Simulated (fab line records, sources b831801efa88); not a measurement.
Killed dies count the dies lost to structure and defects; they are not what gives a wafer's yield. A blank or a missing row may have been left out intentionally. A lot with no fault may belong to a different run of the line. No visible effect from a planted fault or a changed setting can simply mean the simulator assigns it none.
Which tool was responsible?    flow sfq_line    42 wafers from 14 lots sampled at 4 of the route's 325 steps

== WHAT EACH GAUGE READ, for each wafer ==
SFQ_M0_OVL_MEAS_906.
lot   measured      on          M0_OVL (nm)
L873  day 12 21:02  overlay-02  10 0 -3
L875  day 13 19:51  overlay-01  -5 -1 -2
L877  day 14 20:36  overlay-01  0 1 2
L878  day 15 06:11  overlay-01  -1 0 -5
L880  day 16 00:33  overlay-01  2 4 0
L881  day 16 05:21  overlay-01  -11 -10 -13
L882  day 16 12:40  overlay-02  -9 -2 2
L884  day 17 00:40  overlay-01  -4 -2 -2
L885  day 17 05:27  overlay-02  -3 -2 1
L886  day 17 10:15  overlay-02  10 6 5
L889  day 18 09:10  overlay-02  5 2 2
L891  day 18 19:59  overlay-02  -12 -5 -5
L892  day 19 04:31  overlay-01  6 5 6
L896  day 20 16:03  overlay-01  -4 2 -5

SFQ_JJ_RS_MEAS_929: the measuring method here is four-point-probe.
lot   measured      on             JJ_NB_RS (ohm/sq)
L873  day 57 07:16  film_metro-03  1.054 1.053 1.054
L875  day 58 18:40  film_metro-03  1.063 1.054 1.065
L877  day 59 08:37  film_metro-04  1.043 1.056 1.060
L878  day 59 15:49  film_metro-01  1.040 1.056 1.054
L880  day 61 02:35  film_metro-01  1.051 1.055 1.049
L881  day 61 04:13  film_metro-03  1.048 1.044 1.059
L882  day 61 17:35  film_metro-03  1.025 1.019 1.021
L884  day 62 15:55  film_metro-03  1.043 1.051 1.040
L885  day 62 21:28  film_metro-01  1.061 1.051 1.040
L886  day 63 00:52  film_metro-03  1.036 1.033 1.050
L889  day 66 21:37  film_metro-01  1.059 1.065 1.055
L891  day 67 06:03  film_metro-03  0.719 0.720 0.723
L892  day 67 07:15  film_metro-01  1.059 1.057 1.063
L896  day 68 12:17  film_metro-01  0.721 0.723 0.724

SFQ_JJ_OVL_MEAS_931.
lot   measured      on          J5_OVL (nm)
L873  day 62 15:11  overlay-01  -3 -1 -3
L875  day 63 19:20  overlay-01  -3 0 -4
L877  day 64 08:32  overlay-02  5 1 2
L878  day 64 14:31  overlay-02  -14 -9 -10
L880  day 65 11:03  overlay-01  -3 2 7
L881  day 65 12:15  overlay-01  -1 3 1
L882  day 65 17:04  overlay-01  12 9 10
L884  day 66 02:40  overlay-01  -3 -4 -5
L885  day 66 05:03  overlay-01  13 6 9
L886  day 66 09:51  overlay-01  -2 0 -10
L889  day 67 01:02  overlay-02  1 6 -2
L891  day 67 09:28  overlay-02  0 0 -2
L892  day 67 10:40  overlay-02  -2 -5 1
L896  day 68 20:26  overlay-02  -7 -4 -3

== EACH LOT AND THE TOOL THAT RAN IT (in order: tool; ch and the chambers of the sampled wafers; start) ==
lot   SFQ_TRILAYER_JJ_TRILAYER_DEP_SPUTTER_112
L873  pvd_sputter-06, day 57 07:11
L875  pvd_sputter-04, day 58 18:34
L877  pvd_sputter-03, day 59 08:31
L878  pvd_sputter-03, day 59 15:44
L880  pvd_sputter-04, day 61 02:31
L881  pvd_sputter-03, day 61 04:08
L882  pvd_sputter-06, day 61 17:28
L884  pvd_sputter-06, day 62 15:47
L885  pvd_sputter-03, day 62 21:23
L886  pvd_sputter-03, day 63 00:47
L889  pvd_sputter-04, day 66 21:32
L891  pvd_sputter-06, day 67 05:56
L892  pvd_sputter-04, day 67 07:08
L896  pvd_sputter-06, day 68 12:12
- SFQ_TRILAYER_JJ_TRILAYER_DEP_SPUTTER_112: material Nb, target thk 170 nm, time 113.3 s.

== AS READ BY THE TOOLS THEMSELVES (means over the sampled wafers that have a number; for cases with no such wafer, the mark the record gives instead) ==
SFQ_TRILAYER_JJ_TRILAYER_DEP_SPUTTER_112.
lot   tool            cathode_dc_power_W (W)  throttle_valve_pct (%)
L873  pvd_sputter-06  1999.8                  30.8
L875  pvd_sputter-04  2000.0                  29.7
L877  pvd_sputter-03  2000.2                  30.3
L878  pvd_sputter-03  2000.1                  30.1
L880  pvd_sputter-04  1999.5                  30.0
L881  pvd_sputter-03  1999.8                  30.6
L882  pvd_sputter-06  2000.0                  30.5
L884  pvd_sputter-06  1999.8                  30.9
L885  pvd_sputter-03  1999.9                  30.1
L886  pvd_sputter-03  1999.6                  30.5
L889  pvd_sputter-04  2000.2                  29.2
L891  pvd_sputter-06  2000.0                  30.4
L892  pvd_sputter-04  2000.1                  30.0
L896  pvd_sputter-06  2000.0                  30.6

== THE ANSWER, worked out from the rows above alone ==
Rule: the usual values come from the lots themselves. The widest of any qualifying gaps counts: lots, ordered by their means at a reading, are off when they make up no more than a third of the lots, leave a main group of 4 or more, and stand apart from it by 3 or more times the standard deviation of that group's means. Not used: any main group whose means are identical at the precision the tables above print for the reading. A lot without any number at a reading at which 4 lots or more have one is off too. Any other lot the step has rows for is counted as sound. After the gauges, taken in route order, come the tools' own readings; for these a lot's mean is taken, as printed above. The first step at which some lot is off is used, and at that step the reading that is off furthest; a lot without a number counts as furthest.
Off: L891, L896, at SFQ_JJ_RS_MEAS_929 (JJ_NB_RS). The main group has a mean of 1.050 ohm/sq with a standard deviation of 0.01.
If a tool, at a process step before that reading, ran all the lots that are off and no sound lot after the first of them, it fits. Gauges at SFQ_JJ_RS_MEAS_929: tried the same way as those tools. One candidate fits, namely pvd_sputter-06 at SFQ_TRILAYER_JJ_TRILAYER_DEP_SPUTTER_112. Its last sound lot is L884 (day 62 15:47), its first lot that is off L891 (day 67 05:56): a fault that began between those two fits.

== WHAT HAD BEEN PUT IN BY THE SIMULATOR ==
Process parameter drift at SFQ_TRILAYER_JJ_TRILAYER_DEP_SPUTTER_112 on pvd_sputter-06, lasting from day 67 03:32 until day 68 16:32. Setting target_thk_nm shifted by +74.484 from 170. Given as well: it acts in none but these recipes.
Shown lots that were struck: L891, L896. This agrees with what the rule above found.
